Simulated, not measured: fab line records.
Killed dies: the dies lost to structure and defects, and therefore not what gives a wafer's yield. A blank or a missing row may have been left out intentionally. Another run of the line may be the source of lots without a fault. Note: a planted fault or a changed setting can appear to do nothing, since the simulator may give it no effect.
Which tool is to blame? -- flow sky130 -- 36 wafers sampled from 12 lots at 1 step of a route of 708

WHAT EACH GAUGE READ, for each wafer
SKY_METAL3_OVL_MEAS_14. Usual: for METAL3_OVL the level is -2 nm and the standard deviation is 4.9.
lot,measured,on,METAL3_OVL (nm),flag
L939,day 38 11:01,overlay-02,-5 -7 0,
L940,day 38 14:13,overlay-02,2 2 5,
L942,day 39 19:01,overlay-02,-1 -7 0,
L943,day 40 10:01,overlay-02,-3 -6 -4,
L945,day 40 19:52,overlay-01,-7 -4 -5,
L946,day 41 02:11,overlay-02,-5 -4 -14,
L947,day 41 02:36,overlay-01,-3 -1 5,
L948,day 41 03:37,overlay-02,-1 3 -5,
L950,day 41 23:43,overlay-01,-8 -3 5,
L955,day 43 11:07,overlay-02,-6 -6 -3,
L958,day 44 09:04,overlay-02,-1 -8 -4,
L961,day 44 20:52,overlay-02,-4 9 2,

WHAT TOOL EACH LOT RAN ON (gives the tool, then ch and the chambers of the sampled wafers, and finally the start)
There is no process step in the record ahead of these readings.

WHAT THE TOOLS THEMSELVES READ (means of the sampled wafers that have a number; where no wafer has one, the mark that the record gives instead)
The record holds no such reading with a usual standard deviation.

THE ANSWER, worked out from the rows above alone
Rule: lot off if the mean of its wafers having a number is beyond 3 standard deviations from the usual mean. Also off: a lot with no number at a reading for which 4 or more lots have one. Where the step has rows for the other lots, those lots are counted as sound. The gauges are gone through in route order, then the tools' own readings, and for those a lot's mean is taken as printed above. The first step at which some lot is off is used, and at that step the reading that is off furthest; a lot without a number counts as furthest.
No lot is off at any reading shown: from this, nothing can be told.

WHAT THE SIMULATOR HAD PUT IN
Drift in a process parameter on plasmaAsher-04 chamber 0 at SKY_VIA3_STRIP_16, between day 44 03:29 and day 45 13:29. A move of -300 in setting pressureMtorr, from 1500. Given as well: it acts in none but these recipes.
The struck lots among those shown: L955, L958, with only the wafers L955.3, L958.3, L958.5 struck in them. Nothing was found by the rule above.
